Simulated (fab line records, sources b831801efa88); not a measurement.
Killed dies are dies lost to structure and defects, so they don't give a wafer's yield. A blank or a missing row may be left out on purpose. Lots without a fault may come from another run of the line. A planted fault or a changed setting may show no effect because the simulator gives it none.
Chamber matching | flow gf180mcu | GF_STI_ETCH_13 on rie_diel-03: 4 sister chambers
The step etches the open film in CHF3/O2, stops on Si, target depth 282.31 nm, time 112.9 s. 16 wafers are shown with their chamber, then 8 later ones without.

WAFERS WITH THEIR CHAMBER
wafer  | chamber | drypump_motor_current_A (A) | rf_fwd_power_W (W) | throttle_valve_pct (%)
L081.3 | 1       | 6.3                         | 596.7              | 8.819
L081.5 | 3       | 6.0                         | 598.9              | 8.796
L081.6 | 2       | 6.4                         | 594.5              | 8.816
L082.1 | 0       | 6.6                         | 591.0              | 8.809
L082.5 | 0       | 6.6                         | 595.2              | 8.813
L082.6 | 1       | 6.2                         | 598.8              | 8.820
L083.1 | 3       | 6.1                         | 597.2              | 8.794
L083.2 | 1       | 6.3                         | 596.1              | 8.811
L083.4 | 2       | 6.3                         | 594.8              | 8.815
L085.1 | 1       | 6.2                         | 596.5              | 8.802
L085.3 | 0       | 6.6                         | 595.9              | 8.803
L085.5 | 3       | 6.0                         | 595.8              | 8.802
L087.1 | 0       | 6.6                         | 592.3              | 8.817
L087.2 | 3       | 6.0                         | 595.2              | 8.800
L087.3 | 2       | 6.4                         | 593.8              | 8.801
L091.2 | 2       | 6.4                         | 594.8              | 8.795

SIGNATURES (means of the wafers above)
reading                 | chamber 0 | chamber 1 | chamber 2 | chamber 3 | scatter within a chamber
drypump_motor_current_A | 6.600     | 6.250     | 6.375     | 6.025     | 0.0456
rf_fwd_power_W          | 593.600   | 597.025   | 594.475   | 596.775   | 1.57
throttle_valve_pct      | 8.81050   | 8.81300   | 8.80675   | 8.79800   | 0.00754
Rule: a wafer's distance from a chamber is the root of the sum, over the readings, of the square of ((its reading less the chamber's mean) divided by the reading's scatter). The wafer belongs to the nearest chamber; if the next one is less than 2 further off, it can't be placed. The scatter: the root of (the sum of the squares of (reading less its chamber's mean) over the shown wafers, divided by (wafers less chambers)).

WAFERS WITHOUT THEIR CHAMBER
wafer  | drypump_motor_current_A (A) | rf_fwd_power_W (W) | throttle_valve_pct (%)
L091.4 | 6.1                         | 595.6              | 8.800
L091.6 | 6.6                         | 594.8              | 8.817
L092.2 | 6.6                         | 596.0              | 8.808
L092.5 | 6.1                         | 596.9              | 8.822
L092.6 | 6.3                         | 596.2              | 8.798
L094.2 | 6.3                         | 599.7              | 8.820
L094.3 | 6.0                         | 599.3              | 8.823
L094.5 | 6.6                         | 594.1              | 8.821

WHICH CHAMBER EACH WENT THROUGH
wafer  | from the rows above     | in truth
L091.4 | can't be placed: 3 or 1 | 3
L091.6 | 0                       | 0
L092.2 | 0                       | 0
L092.5 | can't be placed: 1 or 3 | 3
L092.6 | can't be placed: 2 or 1 | 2
L094.2 | can't be placed: 1 or 2 | 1
L094.3 | 3                       | 3
L094.5 | 0                       | 0
Placed correctly: 4 of 8. Can't be placed from these rows: 4 (the true chamber is among the candidates in 4). Placed wrongly: 0.
